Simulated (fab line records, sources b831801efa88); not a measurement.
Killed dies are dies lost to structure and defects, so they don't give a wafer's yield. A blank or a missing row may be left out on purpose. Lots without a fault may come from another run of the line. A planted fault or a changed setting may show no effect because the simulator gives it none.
Which tool did it? | flow sky130 | 14 lots, 42 wafers sampled, at 4 steps of a route of 708

WHAT THE GAUGES READ, wafer by wafer
The record holds no reading of a measuring or inspecting step that can be judged against a usual standard deviation.

WHICH TOOL RAN EACH LOT (tool, then ch and the chambers of the sampled wafers, then the start)
lot  | SKY_VIA1_CMP_24               | SKY_METAL3_SPUTTER_00        | SKY_METAL3_SPUTTER_01        | SKY_METAL3_SPUTTER_04
L547 | cmp-01 ch 0,1,3, day 34 08:59 | pvd_sputter-01, day 36 17:41 | pvd_sputter-01, day 36 17:43 | pvd_sputter-01, day 36 17:47
L548 | cmp-02 ch 0,1,3, day 34 14:41 | pvd_sputter-03, day 36 22:16 | pvd_sputter-03, day 36 22:17 | pvd_sputter-03, day 36 22:22
L549 | cmp-01 ch 1,2,3, day 35 08:16 | pvd_sputter-02, day 37 16:08 | pvd_sputter-02, day 37 16:09 | pvd_sputter-02, day 37 16:14
L552 | cmp-01 ch 1,2,3, day 36 07:11 | pvd_sputter-01, day 38 14:25 | pvd_sputter-01, day 38 14:26 | pvd_sputter-01, day 38 14:31
L554 | cmp-02 ch 1,2,3, day 36 10:37 | pvd_sputter-01, day 38 18:18 | pvd_sputter-01, day 38 18:19 | pvd_sputter-01, day 38 18:24
L553 | cmp-01 ch 0,1,3, day 36 11:46 | pvd_sputter-01, day 38 18:54 | pvd_sputter-01, day 38 18:55 | pvd_sputter-01, day 38 19:00
L556 | cmp-02 ch 0,2, day 37 06:26   | pvd_sputter-01, day 39 12:14 | pvd_sputter-01, day 39 12:15 | pvd_sputter-01, day 39 12:20
L557 | cmp-01 ch 0,1, day 37 09:59   | pvd_sputter-01, day 39 16:52 | pvd_sputter-01, day 39 16:53 | pvd_sputter-01, day 39 16:58
L559 | cmp-01 ch 0,2,3, day 38 06:11 | pvd_sputter-03, day 40 11:53 | pvd_sputter-03, day 40 11:54 | pvd_sputter-03, day 40 11:59
L560 | cmp-02 ch 0,2,3, day 38 12:41 | pvd_sputter-01, day 40 19:04 | pvd_sputter-01, day 40 19:06 | pvd_sputter-01, day 40 19:11
L561 | cmp-01 ch 0,3, day 38 15:01   | pvd_sputter-02, day 40 20:43 | pvd_sputter-02, day 40 20:44 | pvd_sputter-02, day 40 20:49
L562 | cmp-01 ch 0,2,3, day 38 21:03 | pvd_sputter-01, day 41 02:56 | pvd_sputter-01, day 41 02:58 | pvd_sputter-01, day 41 03:03
L566 | cmp-01 ch 1,2, day 40 01:31   | pvd_sputter-03, day 42 05:25 | pvd_sputter-03, day 42 05:26 | pvd_sputter-03, day 42 05:31
L570 | cmp-02 ch 0,2, day 40 23:23   | pvd_sputter-02, day 43 02:10 | pvd_sputter-02, day 43 02:11 | pvd_sputter-02, day 43 02:16
- SKY_VIA1_CMP_24: polishes, stops on SiO2, t overpolish 15 s, target thk 0 nm.
- SKY_METAL3_SPUTTER_00: material Ti, target thk 15 nm, time 10 s.
- SKY_METAL3_SPUTTER_01: material TiN, target thk 20 nm, time 16.7 s.
- SKY_METAL3_SPUTTER_04: material TiN, target thk 70 nm, time 58.3 s.

WHAT THE TOOLS THEMSELVES READ (means of the sampled wafers that have a number; where no wafer has one, the mark that the record gives instead)
SKY_VIA1_CMP_24. Usual: motor_current_A 11.0 A, standard deviation 0.66; overpolish_run_s 15.000 s, standard deviation 0.0094; slurry_filter_dp_kPa 13.48 kPa, standard deviation 0.15; time_to_endpoint_s 65 s, standard deviation 4.4.
lot  | tool   | motor_current_A (A) | overpolish_run_s (s) | slurry_filter_dp_kPa (kPa) | time_to_endpoint_s (s) | flag
L547 | cmp-01 | 11.3                | 15.002               | 13.42                      | 65                     |
L548 | cmp-02 | 11.0                | 14.994               | 13.53                      | 59                     |
L549 | cmp-01 | 11.1                | 15.000               | 13.54                      | 68                     |
L552 | cmp-01 | 10.9                | 14.993               | 13.27                      | 66                     |
L554 | cmp-02 | 10.2                | 14.996               | 13.65                      | 63                     |
L553 | cmp-01 | 11.1                | 15.007               | 13.43                      | 70                     |
L556 | cmp-02 | 11.3                | 14.997               | 13.49                      | 62                     |
L557 | cmp-01 | 11.7                | 15.001               | 13.59                      | 61                     |
L559 | cmp-01 | 11.4                | 15.000               | 13.54                      | 72                     |
L560 | cmp-02 | 10.7                | 15.005               | 13.38                      | 66                     |
L561 | cmp-01 | 11.3                | 14.991               | 13.36                      | 67                     |
L562 | cmp-01 | 11.2                | 15.007               | 13.36                      | 70                     |
L566 | cmp-01 | 11.0                | 14.987               | 13.36                      | 63                     |
L570 | cmp-02 | 11.5                | 14.991               | 13.58                      | 65                     |

SKY_METAL3_SPUTTER_00. Usual: cathode_dc_power_W 3000.0 W, standard deviation 0.6; chamber_pressure_pa 0.3999 Pa, standard deviation 0.00092; throttle_valve_pct 30.0 %, standard deviation 1.3.
lot  | tool           | cathode_dc_power_W (W) | chamber_pressure_pa (Pa) | throttle_valve_pct (%) | flag
L547 | pvd_sputter-01 | 2999.7                 | 0.4002                   | 28.9                   |
L548 | pvd_sputter-03 | 2999.5                 | 0.4002                   | 29.1                   |
L549 | pvd_sputter-02 | 3000.2                 | 0.3998                   | 29.4                   |
L552 | pvd_sputter-01 | 3000.3                 | 0.4010                   | 30.4                   |
L554 | pvd_sputter-01 | 3000.2                 | 0.3988                   | 31.0                   |
L553 | pvd_sputter-01 | 2999.9                 | 0.4012                   | 31.1                   |
L556 | pvd_sputter-01 | 2999.7                 | 0.4001                   | 30.2                   |
L557 | pvd_sputter-01 | 3000.3                 | 0.4000                   | 30.1                   |
L559 | pvd_sputter-03 | 3000.4                 | 0.3997                   | 29.7                   |
L560 | pvd_sputter-01 | 2999.8                 | 0.3997                   | 28.3                   |
L561 | pvd_sputter-02 | 2999.7                 | 0.3999                   | 30.1                   |
L562 | pvd_sputter-01 | 3000.1                 | 0.3994                   | 30.1                   |
L566 | pvd_sputter-03 | 2999.5                 | 0.3997                   | 29.6                   |
L570 | pvd_sputter-02 | 2999.6                 | 0.4003                   | 29.7                   |

SKY_METAL3_SPUTTER_01. Usual: cathode_dc_power_W 6500.0 W, standard deviation 1.2; chamber_pressure_pa 0.3999 Pa, standard deviation 0.00088; throttle_valve_pct 30.0 %, standard deviation 1.3.
lot  | tool           | cathode_dc_power_W (W) | chamber_pressure_pa (Pa) | throttle_valve_pct (%) | flag
L547 | pvd_sputter-01 | 6500.1                 | 0.4002                   | 28.7                   |
L548 | pvd_sputter-03 | 6500.5                 | 0.4002                   | 29.2                   |
L549 | pvd_sputter-02 | 6499.3                 | 0.3993                   | 29.6                   |
L552 | pvd_sputter-01 | 6500.1                 | 0.4009                   | 30.4                   |
L554 | pvd_sputter-01 | 6499.7                 | 0.3980                   | 31.0                   |
L553 | pvd_sputter-01 | 6500.1                 | 0.4005                   | 30.8                   |
L556 | pvd_sputter-01 | 6500.6                 | 0.4003                   | 30.0                   |
L557 | pvd_sputter-01 | 6499.7                 | 0.3999                   | 30.1                   |
L559 | pvd_sputter-03 | 6499.1                 | 0.4008                   | 29.6                   |
L560 | pvd_sputter-01 | 6500.0                 | 0.3988                   | 28.2                   |
L561 | pvd_sputter-02 | -                      | -                        | -                      | OFF
L562 | pvd_sputter-01 | -                      | -                        | -                      | OFF
L566 | pvd_sputter-03 | 6499.5                 | 0.4003                   | 29.7                   |
L570 | pvd_sputter-02 | 6499.7                 | 0.3996                   | 29.6                   |

SKY_METAL3_SPUTTER_04. Usual: cathode_dc_power_W 6500.1 W, standard deviation 1.2; chamber_pressure_pa 0.3997 Pa, standard deviation 0.00081; throttle_valve_pct 30.0 %, standard deviation 1.3.
lot  | tool           | cathode_dc_power_W (W) | chamber_pressure_pa (Pa) | throttle_valve_pct (%) | flag
L547 | pvd_sputter-01 | 6499.2                 | 0.4003                   | 28.9                   |
L548 | pvd_sputter-03 | 6498.3                 | 0.3990                   | 29.2                   |
L549 | pvd_sputter-02 | 6500.2                 | 0.3999                   | 29.6                   |
L552 | pvd_sputter-01 | 6500.1                 | 0.3998                   | 30.5                   |
L554 | pvd_sputter-01 | 6499.5                 | 0.4000                   | 31.0                   |
L553 | pvd_sputter-01 | 6500.8                 | 0.4002                   | 30.9                   |
L556 | pvd_sputter-01 | 6501.1                 | 0.3997                   | 30.0                   |
L557 | pvd_sputter-01 | 6499.9                 | 0.3999                   | 30.0                   |
L559 | pvd_sputter-03 | 6500.5                 | 0.3995                   | 29.6                   |
L560 | pvd_sputter-01 | 6501.0                 | 0.3999                   | 28.3                   |
L561 | pvd_sputter-02 | 6499.8                 | 0.3995                   | 30.1                   |
L562 | pvd_sputter-01 | 6499.9                 | 0.3995                   | 30.2                   |
L566 | pvd_sputter-03 | 6499.1                 | 0.3991                   | 29.7                   |
L570 | pvd_sputter-02 | 6501.6                 | 0.3994                   | 29.7                   |

THE ANSWER, worked out from the rows above alone
Rule: a lot is off if the mean of its wafers that have a number lies more than 3 standard deviations from the usual mean. A lot without any number at a reading at which 4 lots or more have one is off too. The other lots that the step has rows for count as sound. The gauges are gone through in route order, then the tools' own readings, and for those a lot's mean is taken as printed above. The first step at which some lot is off is used, and at that step the reading that is off furthest; a lot without a number counts as furthest.
Off: L561, L562, at SKY_METAL3_SPUTTER_01 (cathode_dc_power_W). Without a number there: L561, L562.
A tool fits if, at that step or a process step before it, it ran every lot that is off, and no sound lot after the first of them. None of those tried fits.

WHAT THE SIMULATOR HAD PUT IN
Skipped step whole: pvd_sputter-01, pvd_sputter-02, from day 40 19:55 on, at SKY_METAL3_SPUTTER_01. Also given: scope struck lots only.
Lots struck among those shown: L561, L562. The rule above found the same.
